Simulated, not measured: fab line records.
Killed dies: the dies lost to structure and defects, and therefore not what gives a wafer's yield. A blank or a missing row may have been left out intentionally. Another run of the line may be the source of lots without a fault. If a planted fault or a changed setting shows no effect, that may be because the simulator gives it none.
Which tool did it? | flow sky130 | Sampling: 12 lots, 36 wafers, 2 of 708 route steps

== WHAT THE GAUGES SHOWED, per wafer ==
SKY_VIA3_THK_MEAS_23: measures by xrf.
lot  | measured     | on            | VIA3_W_THK (nm)
L194 | day 39 14:38 | film metro-02 | 383 386 383
L199 | day 41 12:01 | film metro-01 | 373 383 382
L198 | day 41 13:30 | film metro-02 | 379 383 382
L201 | day 42 04:25 | film metro-01 | 386 378 391
L203 | day 42 06:23 | film metro-04 | 385 397 389
L208 | day 43 20:41 | film metro-04 | 403 391 400
L209 | day 44 04:00 | film metro-02 | 402 389 402
L210 | day 44 12:07 | film metro-02 | 387 389 402
L212 | day 45 03:16 | film metro-04 | 388 388 394
L211 | day 45 08:26 | film metro-04 | 388 387 394
L216 | day 45 21:19 | film metro-04 | 394 386 399
L217 | day 46 00:44 | film metro-02 | 382 390 382

== EACH LOT AND THE TOOL THAT RAN IT (in order: tool; ch and the chambers of the sampled wafers; start) ==
lot  | SKY_VIA3_SPUTTER_20
L194 | pvd sputter-02, day 39 14:20
L199 | pvd sputter-02, day 41 11:41
L198 | pvd sputter-02, day 41 13:11
L201 | pvd sputter-02, day 42 04:05
L203 | pvd sputter-02, day 42 06:05
L208 | pvd sputter-02, day 43 20:22
L209 | pvd sputter-02, day 44 03:40
L210 | pvd sputter-01, day 44 11:49
L212 | pvd sputter-03, day 45 02:57
L211 | pvd sputter-01, day 45 08:07
L216 | pvd sputter-03, day 45 21:01
L217 | pvd sputter-03, day 46 00:26
- SKY_VIA3_SPUTTER_20: material TiN, target thk 20 nm, time 80 s.

== AS READ BY THE TOOLS THEMSELVES (means over the sampled wafers that have a number; for cases with no such wafer, the mark the record gives instead) ==
SKY_VIA3_SPUTTER_20.
lot  | tool           | cathode dc power W (W) | throttle valve pct (%)
L194 | pvd sputter-02 | 4000.2                 | 29.1
L199 | pvd sputter-02 | 4000.0                 | 28.9
L198 | pvd sputter-02 | 4000.4                 | 29.2
L201 | pvd sputter-02 | 4001.0                 | 29.0
L203 | pvd sputter-02 | 4000.2                 | 29.2
L208 | pvd sputter-02 | 4000.2                 | 28.9
L209 | pvd sputter-02 | 3999.8                 | 29.0
L210 | pvd sputter-01 | 4000.2                 | 30.3
L212 | pvd sputter-03 | 4000.5                 | 30.4
L211 | pvd sputter-01 | 3999.7                 | 29.8
L216 | pvd sputter-03 | 4000.0                 | 29.6
L217 | pvd sputter-03 | 4000.4                 | 29.3

== THE ANSWER, worked out from the rows above alone ==
Rule: usual is defined by the lots themselves. Put in order of their means at a reading, lots are off if they are a third of the lots or fewer, leave a main group of 4 or more, and stand apart from it by a gap of 3 or more times the standard deviation of the main group's means; of several such gaps the widest counts. A main group is skipped when, at the precision printed for the reading in the tables above, its means are all equal. A lot without any number at a reading at which 4 lots or more have one is off too. All remaining lots with rows at the step are treated as sound. After the gauges, taken in route order, come the tools' own readings; for these a lot's mean is taken, as printed above. At the first step where some lot is off, the reading lying furthest off is the one used; lots without a number count as furthest.
No lot is off on any of the readings shown, so nothing can be concluded from this.

== WHAT THE SIMULATOR HAD INSERTED ==
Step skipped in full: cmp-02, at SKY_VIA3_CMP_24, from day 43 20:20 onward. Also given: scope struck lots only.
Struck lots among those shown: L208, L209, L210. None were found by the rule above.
